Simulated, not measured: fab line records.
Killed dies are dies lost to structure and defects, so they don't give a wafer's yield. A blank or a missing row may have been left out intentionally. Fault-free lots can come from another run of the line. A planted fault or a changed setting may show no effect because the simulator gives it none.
A single fault, viewed from 2 desks | flow gf180mcu | each desk has only its own numbers; what lay behind them comes last

FOR THE TOOL OWNER'S DESK: rtpAnneal-02
The tool's own readings at GF_PSD_RTA_13 (time 20 s): means of the sampled wafers that have a number, for each lot that ran on this tool. Marked OUT: a lot whose mean sits more than 4 standard deviations from the usual mean, which makes it out of limits; the brackets give that distance.
Columns: A = annealTempCMax at GF_PSD_RTA_13, usual 1029.2; B = lampPowerPct at GF_PSD_RTA_13, usual 34 %; C = runLengthS at GF_PSD_RTA_13, usual 49.1 s; D = wafer_temp_C_max at GF_PSD_RTA_13, usual 1028.5
lot  | first seen here | A      | B  | C              | D
L334 | day 18 03:34    | 1028.5 | 29 | 86.8 (+50) OUT | 1026.8
L335 | day 18 15:19    | 1029.4 | 29 | 84.4 (+46) OUT | 1027.0
L336 | day 18 20:41    | 1028.2 | 29 | 84.4 (+46) OUT | 1027.2
L346 | day 22 14:19    | 1028.3 | 29 | 48.8           | 1027.7
This desk finds L334, L335, L336 out of limits, L334 being first, at day 18 03:34 (runLengthS at GF_PSD_RTA_13). In limits: L346.

FROM THE METROLOGY DESK
Means of the sampled wafers that have a number, per lot and without regard to the tool the lot ran on: this is what the gauges read. Marked OUT: a lot whose mean sits more than 4 standard deviations from the usual mean, which makes it out of limits; the brackets give that distance.
Columns: A = cdNm at GF_PSD_CD_MEAS_07, usual 399.5 nm; B = PSD_OVL at GF_PSD_OVL_MEAS_08, usual 0.6 nm; C = PSD_TW at GF_PSD_TW_MEAS_11, usual 3203; D = NSD_RS at GF_PSD_RS_MEAS_14, usual 46.13 ohm/sq; E = PSD_RS at GF_PSD_RS_MEAS_15, usual 108.56 ohm/sq
lot  | first seen here | A     | B    | C    | D               | E
L323 | day 14 06:48    | 398.9 | -0.7 | 3219 | 46.22           | 109.12
L334 | day 18 03:03    | 399.6 | 1.1  | 3172 | 40.39 (-67) OUT | 98.33 (-37) OUT
L335 | day 18 14:48    | 398.2 | -0.2 | 3184 | 40.45 (-66) OUT | 98.05 (-38) OUT
L336 | day 18 20:10    | 400.9 | 0.5  | 3168 | 40.46 (-66) OUT | 98.35 (-36) OUT
L337 | day 19 09:21    | 397.5 | -0.2 | 3219 | 46.08           | 108.71
L340 | day 20 03:59    | 399.7 | 1.1  | 3209 | 46.01           | 108.44
L346 | day 22 13:49    | 398.1 | 2.9  | 3210 | 46.17           | 108.89
This desk finds L334, L335, L336 out of limits, with the earliest case on L334 at day 18 03:44 (NSD_RS at GF_PSD_RS_MEAS_14). In limits: L323, L337, L340, L346.

PUT TOGETHER
At day 18 03:34, on L334, L335, L336, the tool owner's desk was in a position to raise an alarm.
Metrology desk: alarm possible at day 18 03:44 on L334, L335, L336.
All the named lots went through GF_PSD_RTA_13 on rtpAnneal-02.

WHAT HAD BEEN PUT IN BY THE SIMULATOR
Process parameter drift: rtpAnneal-02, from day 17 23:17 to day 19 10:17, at GF_PSD_RTA_13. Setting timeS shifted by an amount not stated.
Struck lots among those shown: L334, L335, L336.
Counting hours from when the fault started, the first reading out of limits came at 4 for the tool owner's desk and at 4 for the metrology desk.
